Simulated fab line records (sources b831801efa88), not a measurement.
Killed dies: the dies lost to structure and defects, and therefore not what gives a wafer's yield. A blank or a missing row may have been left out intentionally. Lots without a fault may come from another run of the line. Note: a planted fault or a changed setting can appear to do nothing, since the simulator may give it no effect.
One fault through the eyes of 2 desks	flow sky130	only its own numbers are on each desk; what lay behind them is given at the end

DESK OF THE TOOL OWNER: implanter-01
SKY_LDD_N_IMPLANT_08, tool's own readings: per-lot mean of the sampled wafers with a number, covering each lot this tool ran. If a lot's mean is further than 4 standard deviations from the usual mean, the lot is out of limits and carries the mark OUT (the distance appears in the brackets).
Columns: A = dose ions cm2 at SKY_LDD_N_IMPLANT_08, usual 7.5e+13; B = faraday current uA at SKY_LDD_N_IMPLANT_08, usual 417
lot	first seen here	A	B
L724	day 19 20:46	7.5e+13	422
L728	day 21 09:19	7.5e+13	419
L730	day 21 21:42	7.5e+13	413
L731	day 22 03:30	4.7e+13 (-99 or more) OUT	267 (-15) OUT
L733	day 23 00:24	4.6e+13 (-99 or more) OUT	262 (-15) OUT
This desk's verdict: out of limits on L731, L733, starting with L731 at day 22 03:30 (dose ions cm2 at SKY_LDD_N_IMPLANT_08). Within limits: L724, L728, L730.

THE METROLOGY DESK
Lot by lot, what the gauges showed, no matter which tool ran the lot: averages of those sampled wafers that carry a number. If a lot's mean is further than 4 standard deviations from the usual mean, the lot is out of limits and carries the mark OUT (the distance appears in the brackets).
Columns: A = cd nm at SKY_SONOS_TUNNEL_CD_MEAS_07, usual 409.0 nm; B = POLY_GATE_CVD_00_THK at SKY_POLY_GATE_THK_MEAS_01, usual 180.0 nm; C = LDD_N_TW at SKY_LDD_N_TW_MEAS_17, usual 2574
lot	first seen here	A	B	C
L721	day 11 18:01	408.2	179.6	2566
L723	day 12 02:44	407.0	180.7	2548
L724	day 12 15:52	410.8	176.9	2588
L726	day 13 14:34	408.6	181.3	2565
L728	day 14 14:38	408.8	182.2	2543
L730	day 14 22:34	408.0	180.4	2600
L731	day 15 04:19	409.8	181.6	2524
L733	day 16 00:53	411.9	177.8	2537
L738	day 17 11:38	410.3	179.2	2591
L741	day 18 07:28	409.7	177.9	2553
L743	day 18 22:30	411.1	180.8	2571
Result from this desk: across the 11 lots, nothing is out of limits.

TAKEN TOGETHER
The tool owner's desk had the chance to raise an alarm at day 22 03:30 on L731, L733.
From the metrology desk's view, nothing was out of limits.
The metrology desk has L731, L733 on record, within its limits.
On implanter-01, each named lot ran SKY_LDD_N_IMPLANT_08.

WHAT HAD BEEN PUT IN BY THE SIMULATOR
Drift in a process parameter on implanter-01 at SKY_LDD_N_IMPLANT_08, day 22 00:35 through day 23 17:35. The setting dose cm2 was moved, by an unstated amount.
Shown lots that were struck: L731, L733.
Delay in hours, fault start to first out-of-limits reading, by desk: the tool owner's desk at 3.
